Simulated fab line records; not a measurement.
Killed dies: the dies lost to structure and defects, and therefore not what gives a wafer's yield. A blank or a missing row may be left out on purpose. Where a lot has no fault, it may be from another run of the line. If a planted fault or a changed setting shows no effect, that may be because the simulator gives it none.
fab line records -- flow sfq-line
record lots=6, wafers=18, last-day=92
route steps=325 shown M2@92 I2@103 M3@118 I3@133 M8@325
lots with no fault: from the same line, run without faults
start-h: hours from the record's first day to the start of the lot's first wafer shown -- wait-h: hours elapsed since this lot's preceding step -- " repeats the value in the row above -- L1.1+2: several wafers, shown together as one row -- - no value, or no start was given -- * or withheld: withheld -- < > ~ a bound
route shown NAME@n: names a module that has steps shown in the file, with the first one's number in the route -- usual: mean and standard deviation over wafers with no fault -- same: alike in all rows -- chamber/n: place in a boat -- sites: readings site by site -- _std_site: their standard deviation -- _edge_site: the outer-site mean with the inner-site mean subtracted -- radius-mm: how far each site lies from the wafer's centre -- mask NAME#n: copy n -- behind: the most recent tool/chamber to have shaped the wafer -- hold: why the lot went on hold/how many hours it stayed there/how the hold came to an end -- device: the n, p or np transistor that did not switch -- end of line: tests of these same wafers at the route's end -- step lacking rows: just its recipe -- killed: the dies lost at the first sort to structure and to defects; this is not the yield of the wafer -- map: shows each die of a wafer: x if killed, . if not, _ if none is there
set.NAME: the setting that was run; set.NAME@STEP: the one run at that earlier step -- model.NAME: the simulator's own value behind a step, which no gauge read
lots at some steps of the route; a table a step, a row a wafer
services: when a tool's chamber went out of use (start-h, in hours from the record's first day, below 0 if earlier), for how many hours, and the reason
## steps
# step SFQ_TRILAYER_M2_LITHO_COAT_062
# recipe resist=BARC, spin-rpm=3000, resist-thk-nm=62
# step SFQ_TRILAYER_M2_LITHO_COAT_057
# recipe resist=KrF, spin-rpm=3000, resist-thk-nm=600
# step SFQ_TRILAYER_M2_LITHO_SOFTBAKE_061
# recipe temp-c=withheld, time-s=withheld, resist=KrF
# step SFQ_TRILAYER_M2_LITHO_EXPOSE_058
# recipe mask-id=M2, na=0.6, source-shape=conventional, sigma-outer=0.65, target-cd-nm=500, dose-mj=14.4
# step SFQ_TRILAYER_M2_LITHO_PEB_060
# recipe peb-temp-c=115, peb-time-s=60, resist=KrF
# step SFQ_TRILAYER_M2_LITHO_DEVELOP_059
# recipe time-s=60, resist=KrF
# step SFQ_M2_OVL_MEAS_916
# usual M2_OVL=0/4.9
lot.wafer,tool,chamber,start-h,wait-h,M2_OVL[nm]
L507.1,overlay-02,-,750.68,0.1,4
L507.2,overlay-02,-,750.68,0.1,3
L507.3,overlay-02,-,750.68,0.1,-2
L514.3,overlay-01,-,814.54,0.1,-10
L514.5,overlay-01,-,814.54,0.1,-7
L514.6,overlay-01,-,814.54,0.1,-8
L516.1,overlay-02,-,838.65,0.1,8
L516.2,overlay-02,-,838.65,0.1,4
L516.3,overlay-02,-,838.65,0.1,6
L523.2,overlay-02,-,901.16,0.1,2
L523.3,overlay-02,-,901.16,0.1,-3
L523.4,overlay-02,-,901.16,0.1,0
L525.1,overlay-02,-,943.15,0.1,-4
L525.2,overlay-02,-,943.15,0.1,-7
L525.6,overlay-02,-,943.15,0.1,-3
L528.1,overlay-01,-,1079.25,0.1,3
L528.2,overlay-01,-,1079.25,0.1,4
L528.4,overlay-01,-,1079.25,0.1,9
# step SFQ_TRILAYER_M2_BARC_OPEN_METAL_ETCH_077
# recipe mask-material=PR, chemistry=O2, target-depth-nm=125, target=BARC, icp-w=600, bias-w=80, pressure-mtorr=10, time-s=41.7
# step SFQ_TRILAYER_M2_ETCH_METAL_ETCH_060
# recipe target=Nb, stop-on=SiO2, mask-material=PR, chemistry=Cl2/Ar, target-depth-nm=240, icp-w=600, bias-w=80, pressure-mtorr=10, time-s=120
# step SFQ_TRILAYER_M2_STRIP_STRIP_061
# recipe gas=O2, power-w=200, platen-temp-c=40, overash-fraction=0.65, chemistry=O2, pressure-mtorr=50
# usual drypump-motor-current-A=5.7/0.41, oes-product-au=0.999/0.015
lot.wafer,tool,chamber,start-h,wait-h,drypump-motor-current-A,oes-product-au,rf-hours-counter-h
L507.1,rie-metal-02,1,750.90,0.1,6.3,1.016,22
L507.2,rie-metal-02,0,750.90,0.1,5.5,0.994,1
L507.3,rie-metal-02,0,750.90,0.1,5.5,0.989,-
L514.3,rie-metal-01,0,814.95,0.2,5.3,0.992,-
L514.5,rie-metal-01,0,814.95,0.2,5.3,0.991,-
L514.6,rie-metal-01,1,814.95,0.2,6.0,0.997,-
L516.1,rie-metal-03,1,838.87,0.1,5.1,0.990,114
L516.2,rie-metal-03,0,838.87,0.1,5.9,1.033,135
L516.3,rie-metal-03,0,838.87,0.1,5.9,1.031,-
L523.2,rie-metal-03,0,901.37,0.1,6.0,1.035,146
L523.3,rie-metal-03,0,901.37,0.1,5.9,1.034,-
L523.4,rie-metal-03,1,901.37,0.1,5.2,0.986,-
L525.1,rie-metal-01,1,943.37,0.1,6.0,0.999,93
L525.2,rie-metal-01,0,943.37,0.1,5.3,0.994,86
L525.6,rie-metal-01,0,943.37,0.1,5.3,1.003,-
L528.1,rie-metal-01,1,1079.47,0.1,6.0,0.991,109
L528.2,rie-metal-01,0,1079.47,0.1,5.3,0.985,102
L528.4,rie-metal-01,1,1079.47,0.1,6.0,1.005,-
# step SFQ_TRILAYER_M2_STRIP_SOLV_CLEAN_062
# recipe chemistry=NMP, temp-c=70, time-s=600
# step SFQ_TRILAYER_I2_DEP_PECVD_063
# recipe material=SiO2, temp-c=150, time-s=111.11, pressure-torr=2.4, rf-w=183.3, precursor=SiH4/N2O, target-thk-nm=500
# usual heater-power-w=79/14, throttle-valve-pct=24.0/0.9
lot.wafer,tool,chamber,start-h,wait-h,heater-power-w,throttle-valve-pct
L507.1,pecvd-03,2,751.67,0.0,81,25.5
L507.2,pecvd-03,0,751.67,0.0,104,24.1
L507.3,pecvd-03,1,751.67,0.0,94,24.5
L514.3,pecvd-04,1,815.52,0.0,86,23.3
L514.5,pecvd-04,2,815.52,0.0,67,23.0
L514.6,pecvd-04,1,815.52,0.0,85,23.1
L516.1,pecvd-02,2,839.65,0.0,75,22.9
L516.2,pecvd-02,1,839.65,0.0,65,23.6
L516.3,pecvd-02,0,839.65,0.0,87,24.7
L523.2,pecvd-04,1,902.15,0.0,86,23.2
L523.3,pecvd-04,2,902.15,0.0,69,23.5
L523.4,pecvd-04,0,902.15,0.0,66,25.2
L525.1,pecvd-02,0,944.16,0.0,78,24.9
L525.2,pecvd-02,2,944.16,0.0,62,23.3
L525.6,pecvd-02,2,944.16,0.0,66,23.2
L528.1,pecvd-03,2,1080.25,0.0,96,23.6
L528.2,pecvd-03,1,1080.25,0.0,80,24.8
L528.4,pecvd-03,2,1080.25,0.0,102,23.7
# step SFQ_TRILAYER_I2_CMP_CMP_064
# recipe material=SiO2, down-force-psi=3, platen-rpm=60, pad-velocity-m-s=0.94248
# usual motor-current-A=10.2/0.62, platen-rpm=60.00/0.044, retaining-ring-pressure-frac=1.000/0.0051, time-to-endpoint-s=207/8.2
lot.wafer,tool,chamber,start-h,wait-h,motor-current-A,platen-rpm,retaining-ring-pressure-frac,time-to-endpoint-s,model.SiO2_of_TRILAYER_I2_DEP_PECVD_063.thk-nm
L507.1,cmp-02,3,752.25,0.5,10.3,59.94,1.000,214,198.8
L507.3,cmp-02,0,752.25,0.5,10.2,60.02,1.005,216,198.8
L507.2,cmp-02,1,752.25,0.5,9.4,60.07,0.998,201,197.5
L514.3,cmp-02,2,816.86,1.3,9.7,59.97,0.995,191,198.4
L514.6,cmp-02,2,818.86,3.3,9.8,60.06,0.990,188,198.5
L514.5,cmp-02,3,818.86,3.3,11.0,59.95,1.001,237,148.7
L516.2,cmp-02,2,843.64,3.9,9.8,60.04,1.003,211,197.7
L516.3,cmp-02,3,843.64,3.9,11.5,60.00,0.999,203,197.7
L516.1,cmp-02,0,843.64,3.9,10.4,60.03,1.002,234,148.2
L523.2,cmp-02,3,922.61,20.4,11.0,60.01,0.997,205,198.6
L523.4,cmp-02,0,922.61,20.4,10.3,59.99,1.007,211,198.1
L523.3,cmp-02,1,922.61,20.4,9.7,60.00,1.003,194,197.4
L525.1,cmp-02,0,952.61,8.4,10.1,60.02,0.997,199,198.9
L525.2,cmp-02,2,953.61,9.4,10.4,59.95,1.012,198,198.3
L525.6,cmp-02,3,953.61,9.4,11.1,60.01,0.994,212,199.6
L528.4,cmp-02,3,1080.32,0.0,10.7,60.02,1.002,215,200.4
L528.1,cmp-02,0,1080.32,0.0,10.0,59.92,0.999,202,199.5
L528.2,cmp-02,2,1081.82,1.5,9.8,60.09,1.003,206,199.4
# step SFQ_I2_BOW_MEAS_917
# recipe mode=bow
# usual I2_BOW=3/7.4
lot.wafer,tool,chamber,start-h,wait-h,I2_BOW[um]
L507.1,film-metro-04,-,754.75,2.0,3
L507.2,film-metro-04,-,754.75,2.0,4
L507.3,film-metro-04,-,754.75,2.0,17
L514.3,film-metro-02,-,819.90,2.5,-9
L514.5,film-metro-02,-,819.90,2.5,-5
L514.6,film-metro-02,-,819.90,2.5,-4
L514.3,film-metro-02,-,821.22,1.3,-
L514.5,film-metro-02,-,821.22,1.3,-
L514.6,film-metro-02,-,821.22,1.3,-
L516.1,film-metro-01,-,846.64,1.5,-1
L516.2,film-metro-01,-,846.64,1.5,3
L516.3,film-metro-01,-,846.64,1.5,2
L516.1,film-metro-01,-,847.96,1.3,-
L516.2,film-metro-01,-,847.96,1.3,-
L516.3,film-metro-01,-,847.96,1.3,-
L523.2,film-metro-04,-,925.13,2.0,12
L523.3,film-metro-04,-,925.13,2.0,15
L523.4,film-metro-04,-,925.13,2.0,9
L525.1,film-metro-02,-,955.11,2.0,0
L525.2,film-metro-02,-,955.11,2.0,16
L525.6,film-metro-02,-,955.11,2.0,11
L528.1,film-metro-01,-,1083.32,2.0,-4
L528.2,film-metro-01,-,1083.32,2.0,-12
L528.4,film-metro-01,-,1083.32,2.0,-1
# step SFQ_TRILAYER_I2_METRO_MEASURE_065
# usual thk-nm=199.3/1.2
lot.wafer,tool,chamber,start-h,wait-h,thk-nm
L507.1,film-metro-04,-,754.87,0.1,198.8
L507.2,film-metro-04,-,754.87,0.1,197.5
L507.3,film-metro-04,-,754.87,0.1,198.9
L514.3,film-metro-02,-,823.28,2.0,198.6
L514.5,film-metro-02,-,823.28,2.0,148.7
L514.6,film-metro-02,-,823.28,2.0,198.6
L514.3,film-metro-02,-,824.64,1.2,198.4
L514.5,film-metro-02,-,824.64,1.2,148.7
L514.6,film-metro-02,-,824.64,1.2,198.4
L516.1,film-metro-01,-,854.26,6.3,148.1
L516.2,film-metro-01,-,854.26,6.3,197.6
L516.3,film-metro-01,-,854.26,6.3,197.8
L516.1,film-metro-01,-,855.62,1.2,148.2
L516.2,film-metro-01,-,855.62,1.2,197.6
L516.3,film-metro-01,-,855.62,1.2,197.8
L523.2,film-metro-04,-,925.43,0.3,198.6
L523.3,film-metro-04,-,925.43,0.3,197.6
L523.4,film-metro-04,-,925.43,0.3,198.1
L525.1,film-metro-02,-,955.23,0.1,198.8
L525.2,film-metro-02,-,955.23,0.1,198.4
L525.6,film-metro-02,-,955.23,0.1,199.7
L528.1,film-metro-01,-,1083.44,0.1,199.6
L528.2,film-metro-01,-,1083.44,0.1,199.3
L528.4,film-metro-01,-,1083.44,0.1,200.4
# step SFQ_TRILAYER_I2_VIA_LITHO_COAT_072
# recipe resist=BARC, spin-rpm=3000, resist-thk-nm=62
# step SFQ_TRILAYER_I2_VIA_LITHO_COAT_067
# recipe resist=KrF, spin-rpm=3000, resist-thk-nm=650
# step SFQ_TRILAYER_I2_VIA_LITHO_SOFTBAKE_071
# recipe temp-c=withheld, time-s=withheld, resist=KrF
# step SFQ_TRILAYER_I2_VIA_LITHO_EXPOSE_068
# recipe mask-id=I2, na=0.6, source-shape=conventional, sigma-outer=0.65, target-cd-nm=500, dose-mj=21.3
# step SFQ_TRILAYER_I2_VIA_LITHO_PEB_070
# recipe peb-temp-c=115, peb-time-s=60, resist=KrF
# step SFQ_TRILAYER_I2_VIA_LITHO_DEVELOP_069
# recipe time-s=60, resist=KrF
# step SFQ_I2_OVL_MEAS_918
# usual I2_OVL=2/6.2
lot.wafer,tool,chamber,start-h,wait-h,I2_OVL[nm]
L507.1,overlay-02,-,917.95,0.1,-3
L507.2,overlay-02,-,917.95,0.1,0
L507.3,overlay-02,-,917.95,0.1,0
L514.3,overlay-02,-,968.36,0.1,3
L514.5,overlay-02,-,968.36,0.1,1
L514.6,overlay-02,-,968.36,0.1,12
L516.1,overlay-02,-,989.00,0.1,6
L516.2,overlay-02,-,989.00,0.1,3
L516.3,overlay-02,-,989.00,0.1,6
L523.2,overlay-02,-,1063.53,0.1,8
L523.3,overlay-02,-,1063.53,0.1,5
L523.4,overlay-02,-,1063.53,0.1,9
L525.1,overlay-02,-,1066.05,0.1,-4
L525.2,overlay-02,-,1066.05,0.1,-4
L525.6,overlay-02,-,1066.05,0.1,-3
L528.1,overlay-01,-,1227.30,0.1,14
L528.2,overlay-01,-,1227.30,0.1,10
L528.4,overlay-01,-,1227.30,0.1,5
# step SFQ_TRILAYER_I2_VIA_BARC_OPEN_VIA_ETCH_096
# recipe mask-material=PR, chemistry=O2, target-depth-nm=125, target=BARC, source-w=500, bias-w=80, pressure-mtorr=30, time-s=41.7
# step SFQ_TRILAYER_I2_VIA_ETCH_VIA_ETCH_070
# recipe target=SiO2, stop-on=Nb, mask-material=PR, taper-deg=20, chemistry=CHF3, target-depth-nm=260, source-w=500, bias-w=80, pressure-mtorr=30, time-s=withheld
# usual drypump-motor-current-A=5.5/0.34, oes-product-au=0.853/0.0056
lot.wafer,tool,chamber,start-h,wait-h,drypump-motor-current-A,oes-product-au,model.I2.feature-depth-nm,model.etch.depth-nm
L507.1,rie-diel-02,0,918.03,0.0,5.9,0.846,198.8,198.8
L507.2,rie-diel-02,2,918.03,0.0,6.0,0.859,197.5,197.5
L507.3,rie-diel-02,1,918.03,0.0,5.3,0.857,198.8,198.8
L514.3,rie-diel-04,0,968.43,0.0,5.8,0.859,198.4,198.4
L514.5,rie-diel-04,2,968.43,0.0,5.4,0.739,148.7,148.7
L514.6,rie-diel-04,3,968.43,0.0,5.6,0.857,198.5,198.5
L516.1,rie-diel-03,3,989.08,0.0,5.5,0.727,148.2,148.2
L516.2,rie-diel-03,1,989.08,0.0,4.8,0.845,197.7,197.7
L516.3,rie-diel-03,2,989.08,0.0,5.1,0.851,197.7,197.7
L523.2,rie-diel-02,3,1063.60,0.0,6.2,0.843,198.6,198.6
L523.3,rie-diel-02,2,1063.60,0.0,6.0,0.851,197.4,197.4
L523.4,rie-diel-02,2,1063.60,0.0,6.0,0.854,198.1,198.1
L525.1,rie-diel-02,2,1066.13,0.0,6.0,0.851,198.9,198.9
L525.2,rie-diel-02,1,1066.13,0.0,5.3,0.853,198.3,198.3
L525.6,rie-diel-02,1,1066.13,0.0,5.3,0.854,199.6,199.6
L528.1,rie-diel-04,2,1227.38,0.0,5.4,0.843,199.5,199.5
L528.2,rie-diel-04,0,1227.38,0.0,5.9,0.853,199.4,199.4
L528.4,rie-diel-04,3,1227.38,0.0,5.6,0.856,200.4,200.4
# step SFQ_TRILAYER_I2_VIA_STRIP_STRIP_071
# recipe gas=O2, power-w=200, platen-temp-c=40, overash-fraction=0.65, chemistry=O2, pressure-mtorr=50
# usual drypump-motor-current-A=5.7/0.39, oes-product-au=0.994/0.0083
lot.wafer,tool,chamber,start-h,wait-h,drypump-motor-current-A,oes-product-au,rf-hours-counter-h
L507.1,rie-metal-02,1,918.14,-,6.3,1.008,48
L507.2,rie-metal-02,0,918.14,-,5.5,0.993,28
L507.3,rie-metal-02,0,918.14,-,5.5,0.991,-
L514.3,rie-metal-04,0,968.74,-,5.4,1.006,-
L514.5,rie-metal-04,0,968.74,-,5.4,1.003,-
L514.6,rie-metal-04,1,968.74,-,5.5,1.005,-
L516.1,rie-metal-04,0,989.19,-,5.4,1.000,49
L516.2,rie-metal-04,1,989.19,-,5.5,0.989,10
L516.3,rie-metal-04,0,989.19,-,5.4,0.990,-
L523.2,rie-metal-02,0,1063.71,-,5.5,1.000,39
L523.3,rie-metal-02,0,1063.71,-,5.5,0.982,-
L523.4,rie-metal-02,1,1063.71,-,6.3,0.997,-
L525.1,rie-metal-02,1,1066.24,-,6.3,0.994,64
L525.2,rie-metal-02,0,1066.24,-,5.5,0.989,40
L525.6,rie-metal-02,0,1066.24,-,5.5,0.987,-
L528.1,rie-metal-04,0,1227.49,-,5.4,0.997,79
L528.2,rie-metal-04,1,1227.49,-,5.5,0.990,39
L528.4,rie-metal-04,1,1227.49,-,5.5,0.997,-
# step SFQ_TRILAYER_I2_VIA_STRIP_SOLV_CLEAN_072
# recipe chemistry=NMP, temp-c=70, time-s=600
# step SFQ_TRILAYER_M3_DEP_PRE_CLEAN_074
# recipe gas=Ar, time-s=22.5, bias-v=250
lot.wafer,tool,chamber,start-h,wait-h,model.SiO2_of_TRILAYER_I2_DEP_PECVD_063.thk-nm
L507.1+3,pvd-sputter-06,-,918.91,0.0,191.3
L507.2,pvd-sputter-06,-,918.91,0.0,190
L514.3,pvd-sputter-06,-,969.31,0.0,190.9
L514.5,pvd-sputter-06,-,969.31,0.0,141.2
L514.6,pvd-sputter-06,-,969.31,0.0,191
L516.1,pvd-sputter-04,-,989.96,0.0,140.7
L516.2+3,pvd-sputter-04,-,989.96,0.0,190.2
L523.2,pvd-sputter-05,-,1064.50,0.0,191.1
L523.3,pvd-sputter-05,-,1064.50,0.0,189.9
L523.4,pvd-sputter-05,-,1064.50,0.0,190.6
L525.1,pvd-sputter-05,-,1067.03,0.0,191.4
L525.2,pvd-sputter-05,-,1067.03,0.0,190.8
L525.6,pvd-sputter-05,-,1067.03,0.0,192.1
L528.1,pvd-sputter-05,-,1228.27,0.0,192
L528.2,pvd-sputter-05,-,1228.27,0.0,191.9
L528.4,pvd-sputter-05,-,1228.27,0.0,192.9
# step SFQ_TRILAYER_M3_DEP_SPUTTER_073
# recipe material=Nb, base-pressure-pa=1.33e-06, chamber-pressure-pa=0.1333, substrate-temp-c=20, resputter-cathode-voltage-v=400, target-thk-nm=200, power-w=2000, time-s=133.3
# step SFQ_M3_RS_MEAS_919
# recipe thk-meas-gauge=four-point-probe, reads=Nb_of_TRILAYER_M3_DEP_SPUTTER_073
# usual M3_NB_RS=0.890/0.0099
lot.wafer,tool,chamber,start-h,wait-h,M3_NB_RS[ohm/sq]
L507.1,film-metro-02,-,919.03,0.0,0.881
L507.2,film-metro-02,-,919.03,0.0,0.890
L507.3,film-metro-02,-,919.03,0.0,0.886
L514.3,film-metro-03,-,969.47,0.1,0.885
L514.5,film-metro-03,-,969.47,0.1,0.889
L514.6,film-metro-03,-,969.47,0.1,0.900
L516.1,film-metro-01,-,990.08,0.0,0.880
L516.2,film-metro-01,-,990.08,0.0,0.883
L516.3,film-metro-01,-,990.08,0.0,0.877
L523.2,film-metro-01,-,1064.64,0.1,0.888
L523.3,film-metro-01,-,1064.64,0.1,0.884
L523.4,film-metro-01,-,1064.64,0.1,0.879
L525.1,film-metro-01,-,1067.15,0.0,0.897
L525.2,film-metro-01,-,1067.15,0.0,0.879
L525.6,film-metro-01,-,1067.15,0.0,0.889
L528.1,film-metro-03,-,1228.39,0.0,0.896
L528.2,film-metro-03,-,1228.39,0.0,0.885
L528.4,film-metro-03,-,1228.39,0.0,0.887
# step SFQ_TRILAYER_M3_LITHO_COAT_080
# recipe resist=BARC, spin-rpm=3000, resist-thk-nm=62
# step SFQ_TRILAYER_M3_LITHO_COAT_075
# recipe resist=KrF, spin-rpm=3000, resist-thk-nm=600
# step SFQ_TRILAYER_M3_LITHO_SOFTBAKE_079
# recipe temp-c=withheld, time-s=withheld, resist=KrF
# step SFQ_TRILAYER_M3_LITHO_EXPOSE_076
# recipe mask-id=M3, na=0.6, source-shape=conventional, sigma-outer=0.65, target-cd-nm=500, dose-mj=14.4
# step SFQ_TRILAYER_M3_LITHO_PEB_078
# recipe peb-temp-c=115, peb-time-s=60, resist=KrF
# step SFQ_TRILAYER_M3_LITHO_DEVELOP_077
# recipe time-s=60, resist=KrF
# step SFQ_M3_OVL_MEAS_921
# usual M3_OVL=-3/5.4
lot.wafer,tool,chamber,start-h,wait-h,M3_OVL[nm]
L507.1,overlay-02,-,1053.92,0.1,1
L507.2,overlay-02,-,1053.92,0.1,-2
L507.3,overlay-02,-,1053.92,0.1,-1
L514.3,overlay-01,-,1115.26,0.1,5
L514.5,overlay-01,-,1115.26,0.1,-1
L514.6,overlay-01,-,1115.26,0.1,11
L516.1,overlay-02,-,1132.05,0.1,-9
L516.2,overlay-02,-,1132.05,0.1,-6
L516.3,overlay-02,-,1132.05,0.1,-11
L523.2,overlay-01,-,1203.31,0.1,-5
L523.3,overlay-01,-,1203.31,0.1,-2
L523.4,overlay-01,-,1203.31,0.1,-4
L525.1,overlay-01,-,1208.10,0.1,-4
L525.2,overlay-01,-,1208.10,0.1,-10
L525.6,overlay-01,-,1208.10,0.1,-5
L528.1,overlay-01,-,1230.82,0.1,2
L528.2,overlay-01,-,1230.82,0.1,-3
L528.4,overlay-01,-,1230.82,0.1,-2
# step SFQ_TRILAYER_M3_BARC_OPEN_METAL_ETCH_100
# recipe mask-material=PR, chemistry=O2, target-depth-nm=125, target=BARC, icp-w=600, bias-w=80, pressure-mtorr=10, time-s=41.7
# usual drypump-motor-current-A=5.49/0.26, oes-product-au=0.685/0.0047
lot.wafer,tool,chamber,start-h,wait-h,drypump-motor-current-A,oes-product-au,rf-hours-counter-h
L507.1,rie-metal-03,1,1053.96,0.0,5.14,0.676,2
L507.2,rie-metal-03,0,1053.96,0.0,5.93,0.679,10
L507.3,rie-metal-03,0,1053.96,0.0,5.96,0.682,-
L514.3,rie-metal-04,1,1115.31,0.0,5.49,0.679,-
L514.5,rie-metal-04,1,1115.31,0.0,5.50,0.685,-
L514.6,rie-metal-04,0,1115.31,0.0,5.39,0.681,-
L516.1,rie-metal-04,0,1132.09,0.0,5.40,0.683,65
L516.2,rie-metal-04,1,1132.09,0.0,5.45,0.684,26
L516.3,rie-metal-04,0,1132.09,0.0,5.41,0.682,-
L523.2,rie-metal-04,0,1203.36,0.0,5.38,0.681,-
L523.3,rie-metal-04,0,1203.36,0.0,5.38,0.681,-
L523.4,rie-metal-04,0,1203.36,0.0,5.36,0.688,-
L525.1,rie-metal-04,0,1208.14,0.0,5.36,0.692,76
L525.2,rie-metal-04,1,1208.14,0.0,5.48,0.689,37
L525.6,rie-metal-04,0,1208.14,0.0,5.37,0.686,-
L528.1,rie-metal-04,0,1230.85,0.0,5.39,0.686,79
L528.2,rie-metal-04,1,1230.85,0.0,5.49,0.681,40
L528.4,rie-metal-04,0,1230.85,0.0,5.42,0.691,-
# step SFQ_TRILAYER_M3_ETCH_METAL_ETCH_078
# recipe target=Nb, stop-on=SiO2, mask-material=PR, chemistry=Cl2/Ar, target-depth-nm=240, icp-w=600, bias-w=80, pressure-mtorr=10, time-s=120
# step SFQ_TRILAYER_M3_STRIP_STRIP_079
# recipe gas=O2, power-w=200, platen-temp-c=40, overash-fraction=0.65, chemistry=O2, pressure-mtorr=50
# step SFQ_TRILAYER_M3_STRIP_SOLV_CLEAN_080
# recipe chemistry=NMP, temp-c=70, time-s=600
# step SFQ_TRILAYER_I3_DEP_PECVD_081
# recipe material=SiO2, temp-c=150, time-s=111.11, pressure-torr=2.4, rf-w=183.3, precursor=SiH4/N2O, target-thk-nm=500
# usual heater-power-w=82/14, throttle-valve-pct=24.8/1.4
lot.wafer,tool,chamber,start-h,wait-h,heater-power-w,throttle-valve-pct
L507.1,pecvd-01,0,1054.92,0.0,80,26.0
L507.2,pecvd-01,1,1054.92,0.0,74,24.4
L507.3,pecvd-01,1,1054.92,0.0,76,24.5
L514.3,pecvd-03,1,1116.25,0.0,92,24.8
L514.5,pecvd-03,0,1116.25,0.0,107,22.1
L514.6,pecvd-03,1,1116.25,0.0,92,24.7
L516.1,pecvd-04,0,1133.05,0.0,65,26.2
L516.2,pecvd-04,1,1133.05,0.0,84,24.0
L516.3,pecvd-04,2,1133.05,0.0,68,23.6
L523.2,pecvd-04,1,1205.08,0.0,82,24.5
L523.3,pecvd-04,2,1205.08,0.0,73,23.8
L523.4,pecvd-04,2,1205.08,0.0,73,23.7
L525.1,pecvd-04,2,1209.10,0.0,73,23.4
L525.2,pecvd-04,0,1209.10,0.0,66,27.0
L525.6,pecvd-04,0,1209.10,0.0,66,27.1
L528.1,pecvd-01,0,1231.81,0.0,78,26.0
L528.2,pecvd-01,2,1231.81,0.0,85,26.9
L528.4,pecvd-01,1,1231.81,0.0,71,24.4
# step SFQ_M8_BOW_MEAS_951
# recipe mode=bow
# usual M8_BOW=8/8.1
lot.wafer,tool,chamber,start-h,wait-h,M8_BOW[um],model.etest.i2.link-ohm
L507.1,film-metro-02,-,1755.98,0.0,13,1.959
L507.2,film-metro-02,-,1755.98,0.0,14,1.956
L507.3,film-metro-02,-,1755.98,0.0,28,1.956
L514.3,film-metro-01,-,2106.51,0.0,-5,1.962
L514.5,film-metro-01,-,2106.51,0.0,-3,1.923
L514.6,film-metro-01,-,2106.51,0.0,-1,1.981
L516.1,film-metro-01,-,2118.39,0.0,8,1.902
L516.2,film-metro-01,-,2118.39,0.0,13,1.943
L516.3,film-metro-01,-,2118.39,0.0,13,1.961
L523.2,film-metro-01,-,2196.99,0.0,12,1.962
L523.3,film-metro-01,-,2196.99,0.0,14,1.958
L523.4,film-metro-01,-,2196.99,0.0,7,1.954
L525.1,film-metro-04,-,2201.31,0.0,-1,1.975
L525.2,film-metro-04,-,2201.31,0.0,14,1.956
L525.6,film-metro-04,-,2201.31,0.0,9,1.957
L528.1,film-metro-04,-,2208.66,0.0,0,1.99
L528.2,film-metro-04,-,2208.66,0.0,-7,1.955
L528.4,film-metro-04,-,2208.66,0.0,3,1.968
## services
tool,chamber,start-h,hours,kind
film-metro-01,-,739.70,0.4,pm
film-metro-02,-,742.39,0.7,pm
cmp-02,-,747.36,4.0,pm
rie-metal-04,-,762.44,2.8,pm
pecvd-03,0,762.44,5.6,repair
rie-metal-02,-,783.36,0.5,repair
rie-metal-04,-,795.92,1.4,pm
pecvd-04,2,802.87,3.9,repair
cmp-02,-,821.47,4.2,repair
rie-metal-04,0,856.23,12.5,repair
cmp-02,-,873.64,4.9,pm
rie-metal-04,-,906.99,14.6,pm
cmp-02,-,948.64,0.5,repair
rie-metal-02,0,978.11,22.8,repair
pecvd-04,-,989.92,6.0,pm
rie-metal-04,0,1034.08,2.8,repair
rie-metal-02,-,1036.35,2.0,repair
rie-metal-04,0,1041.06,2.6,repair
cmp-02,-,1070.00,4.7,pm
cmp-02,-,1087.36,4.0,pm
pecvd-04,1,1109.52,1.7,repair
rie-metal-02,1,1188.84,15.4,repair
rie-metal-04,1,1202.51,1.0,repair
pecvd-04,-,1230.07,4.3,pm
## key
first-sign step=SFQ_TRILAYER_I2_CMP_CMP_064, reading=time-to-endpoint-s, direction=up, sigmas=3.4, usual=*, struck=*
effect step=SFQ_I2_BOW_MEAS_917, reading=visit, direction=added
effect step=SFQ_TRILAYER_I2_METRO_MEASURE_065, reading=visit, direction=added
effect step=SFQ_TRILAYER_I2_METRO_MEASURE_065, reading=thk-nm, direction=down, sigmas=44, usual=199.3, struck=148.4
effect step=SFQ_TRILAYER_I2_VIA_ETCH_VIA_ETCH_070, reading=oes-product-au, direction=down, sigmas=22, usual=0.853, struck=0.733
model-effect step=SFQ_TRILAYER_I2_CMP_CMP_064, value=SiO2_of_TRILAYER_I2_DEP_PECVD_063.thk-nm, without=198.4, struck=148.4
model-effect step=SFQ_TRILAYER_I2_VIA_ETCH_VIA_ETCH_070, value=I2.feature-depth-nm, without=198.4, struck=148.4
model-effect step=SFQ_TRILAYER_M3_DEP_PRE_CLEAN_074, value=SiO2_of_TRILAYER_I2_DEP_PECVD_063.thk-nm, without=190.9, struck=140.9
model-effect step=SFQ_M8_BOW_MEAS_951, value=etest.i2.link-ohm, without=1.959, struck=1.913
met-at SFQ_TRILAYER_I2_CMP_CMP_064
struck-wafers L514.5,L516.1
onset-between 752.25 816.86
fault kind=process-parameter-drift, tool=cmp-02, chamber=-, onset-h=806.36, steps=SFQ_TRILAYER_I2_CMP_CMP_064, channel=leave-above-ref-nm, offset=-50, shape=step, end-h=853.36, scope=struck-wafers-only, acts-in=these-recipes-only, stated=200
